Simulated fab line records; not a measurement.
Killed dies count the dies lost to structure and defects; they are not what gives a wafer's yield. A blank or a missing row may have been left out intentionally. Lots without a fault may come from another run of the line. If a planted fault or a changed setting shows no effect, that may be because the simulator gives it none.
Chamber matching / flow sky130 / rie_si-02 running SKY_POLY_GATE_ETCH_17: 4 sister chambers
The step etches poly-Si in HBr/Cl2, stops on SiO2, target depth 180 nm, time 70.5 s. 8 wafers are shown with their chamber, then 7 later ones without.

## WAFERS WITH THEIR CHAMBER
wafer=L199.1; chamber=0; drypump_motor_current_A (A)=6.2; run_length_s (s)=98.9
wafer=L203.5; chamber=3; drypump_motor_current_A (A)=5.4; run_length_s (s)=98.6
wafer=L203.6; chamber=0; drypump_motor_current_A (A)=6.2; run_length_s (s)=98.6
wafer=L205.1; chamber=2; drypump_motor_current_A (A)=4.9; run_length_s (s)=98.2
wafer=L205.4; chamber=1; drypump_motor_current_A (A)=6.4; run_length_s (s)=99.2
wafer=L205.5; chamber=3; drypump_motor_current_A (A)=5.4; run_length_s (s)=98.5
wafer=L207.1; chamber=2; drypump_motor_current_A (A)=4.8; run_length_s (s)=98.0
wafer=L207.3; chamber=1; drypump_motor_current_A (A)=6.4; run_length_s (s)=99.1

## WAFERS WHOSE CHAMBER IS MISSING
wafer=L207.4; drypump_motor_current_A (A)=6.2; run_length_s (s)=98.7
wafer=L215.2; drypump_motor_current_A (A)=6.2; run_length_s (s)=98.6
wafer=L215.3; drypump_motor_current_A (A)=5.4; run_length_s (s)=98.3
wafer=L215.6; drypump_motor_current_A (A)=5.4; run_length_s (s)=98.3
wafer=L217.4; drypump_motor_current_A (A)=6.4; run_length_s (s)=99.3
wafer=L217.5; drypump_motor_current_A (A)=6.4; run_length_s (s)=99.0
wafer=L217.6; drypump_motor_current_A (A)=6.2; run_length_s (s)=99.5

## EACH ONE'S CHAMBER
wafer=L207.4; from the rows above=0; in truth=0
wafer=L215.2; from the rows above=0; in truth=0
wafer=L215.3; from the rows above=3; in truth=3
wafer=L215.6; from the rows above=3; in truth=3
wafer=L217.4; from the rows above=1; in truth=1
wafer=L217.5; from the rows above=1; in truth=1
wafer=L217.6; from the rows above=can't be placed: 0 or 1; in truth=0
Placed correctly: 6 of 7. These rows do not allow placing 1 (true chamber among the candidates in 1). 0 placed wrongly.
How it was worked out, from the rows above alone: a wafer's distance from a chamber is the root of the sum, over the readings, of the square of ((its reading less the chamber's mean) divided by the reading's scatter). If the next closest chamber is less than 2 further off than the closest, the wafer can't be placed; otherwise it belongs to the closest. For every chamber, the mean is computed from those of its wafers that are shown. The scatter: the root of (the sum of the squares of (reading less its chamber's mean) over the shown wafers, divided by (wafers less chambers)).
